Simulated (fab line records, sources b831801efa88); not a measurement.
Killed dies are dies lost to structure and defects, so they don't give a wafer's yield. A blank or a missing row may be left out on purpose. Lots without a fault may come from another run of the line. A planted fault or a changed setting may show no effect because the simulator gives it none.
Which tool did it? | flow gf180mcu | 7 lots, 21 wafers sampled, at 3 steps of a route of 602

WHAT THE GAUGES READ, wafer by wafer
GF_HV_LDD_CD_MEAS_46: target cd 400 nm.
lot  | measured     | on        | cd_nm (nm)
L441 | day 13 07:11 | cd_sem-02 | 398.1 399.0 399.5
L443 | day 13 16:46 | cd_sem-02 | 402.6 403.0 404.3
L445 | day 14 08:17 | cd_sem-01 | 394.3 395.5 396.6
L448 | day 15 05:49 | cd_sem-01 | 398.9 398.2 399.8
L450 | day 15 23:37 | cd_sem-01 | 399.6 402.7 401.8
L452 | day 16 21:07 | cd_sem-02 | 400.0 400.7 401.6
L459 | day 19 04:37 | cd_sem-01 | 403.5 402.9 405.0

WHICH TOOL RAN EACH LOT (tool, then ch and the chambers of the sampled wafers, then the start)
lot  | GF_STI_ETCH_14                  | GF_POLY_GATE_SOFTBAKE_06
L441 | rie_si-01 ch 1,2, day 2 14:17   | litho_track-04 ch 0, day 9 15:00
L443 | rie_si-02 ch 0,1,3, day 2 22:14 | litho_track-01 ch 0, day 9 23:00
L445 | rie_si-01 ch 0,2,3, day 3 08:11 | litho_track-01 ch 0, day 10 14:00
L448 | rie_si-02 ch 1,2, day 4 00:11   | litho_track-04 ch 0, day 11 08:00
L450 | rie_si-02 ch 0,2,3, day 4 10:28 | litho_track-04 ch 0, day 11 23:00
L452 | rie_si-01 ch 0,1,2, day 4 21:32 | litho_track-04 ch 0, day 12 17:00
L459 | rie_si-01 ch 1,2, day 6 09:32   | litho_track-04 ch 0, day 14 18:00
- GF_STI_ETCH_14: etches Si in HBr/Cl2/O2, target depth 360 nm, time 102.9 s.
- GF_POLY_GATE_SOFTBAKE_06: time 60 s.

THE ANSWER, worked out from the rows above alone
Rule: what is usual is taken from the lots themselves. Put in order of their means at a reading, lots are off if they are a third of the lots or fewer, leave a main group of 4 or more, and stand apart from it by a gap of 3 or more times the standard deviation of the main group's means; of several such gaps the widest counts. A main group whose means are all the same, to the digits that the tables above print for the reading, isn't used. A lot without any number at a reading at which 4 lots or more have one is off too. The other lots that the step has rows for count as sound.
No lot is off at any reading shown: from this, nothing can be told.

WHAT THE SIMULATOR HAD PUT IN
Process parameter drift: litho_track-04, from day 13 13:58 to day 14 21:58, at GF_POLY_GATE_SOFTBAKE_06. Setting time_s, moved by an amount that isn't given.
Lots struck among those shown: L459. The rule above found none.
